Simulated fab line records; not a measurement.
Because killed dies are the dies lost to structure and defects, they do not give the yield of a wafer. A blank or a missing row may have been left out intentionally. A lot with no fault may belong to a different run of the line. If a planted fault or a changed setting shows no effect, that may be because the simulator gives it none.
2 desks looking at one fault || flow gf180mcu || what lay behind the numbers comes last; until then each desk has only its own

## FROM THE METROLOGY DESK
What the gauges read for every lot (on any tool): the sampled wafers with a number, averaged. If a lot's mean is further than 4 standard deviations from the usual mean, the lot is out of limits and carries the mark OUT (the distance appears in the brackets).
Columns: A = cd nm at GF_M5_CD_MEAS_07, usual 279.8 nm; B = V5_OVL at GF_V5_OVL_MEAS_15, usual 3 nm; C = PASSIVATION_BOW at GF_PASSIVATION_BOW_MEAS_14, usual 139 um
{"lot": "L882", "first seen here": "day 26 11:27", "A": 279.8, "B": 4, "C": 139}
{"lot": "L881", "first seen here": "day 26 14:31", "A": 279.5, "B": 1, "C": 138}
{"lot": "L883", "first seen here": "day 26 21:55", "A": 279.9, "B": 4, "C": 150}
{"lot": "L884", "first seen here": "day 27 11:44", "A": 277.9, "B": 3, "C": 148}
{"lot": "L885", "first seen here": "day 27 17:13", "A": 281.6, "B": -6, "C": 131}
{"lot": "L886", "first seen here": "day 27 20:07", "A": 280.3, "B": 7, "C": 152}
{"lot": "L893", "first seen here": "day 29 17:25", "A": 277.3, "B": -4, "C": 163}
{"lot": "L897", "first seen here": "day 31 05:11", "A": 279.5, "B": -5, "C": 131}
{"lot": "L898", "first seen here": "day 31 08:16", "A": 280.0, "B": 3, "C": 143}
{"lot": "L899", "first seen here": "day 31 12:50", "A": 278.8, "B": 2, "C": 137}
{"lot": "L901", "first seen here": "day 32 02:04", "A": 278.1, "B": 3, "C": 129}
{"lot": "L903", "first seen here": "day 32 11:49", "A": 278.4, "B": -2, "C": 130}
{"lot": "L904", "first seen here": "day 32 22:11", "A": 279.0, "B": 11, "C": 118}
This desk's verdict: no lot among the 13 shows anything out of limits.

## TOOL OWNER'S DESK, pecvd-02
The tool's own readings at GF_V4_CVD_02 (deposits SiO2 from TEOS, target thk 850 nm, time 94.851 s): means of the sampled wafers that have a number, for each lot that ran on this tool. If a lot's mean is further than 4 standard deviations from the usual mean, the lot is out of limits and carries the mark OUT (the distance appears in the brackets).
Columns: A = heater power w at GF_V4_CVD_02, usual 590 W; B = rf fwd power W at GF_V4_CVD_02, usual 620.4 W
{"lot": "L881", "first seen here": "day 23 18:56", "A": 577, "B": 619.7}
{"lot": "L885", "first seen here": "day 25 01:12", "A": 554, "B": 623.9}
{"lot": "L893", "first seen here": "day 27 06:36", "A": 583, "B": 620.1}
This desk's verdict: no lot among the 3 shows anything out of limits.

## BROUGHT TOGETHER
Nothing out of limits was seen by the metrology desk.
Nothing out of limits was seen by the tool owner's desk.

## WHAT HAD BEEN PUT IN BY THE SIMULATOR
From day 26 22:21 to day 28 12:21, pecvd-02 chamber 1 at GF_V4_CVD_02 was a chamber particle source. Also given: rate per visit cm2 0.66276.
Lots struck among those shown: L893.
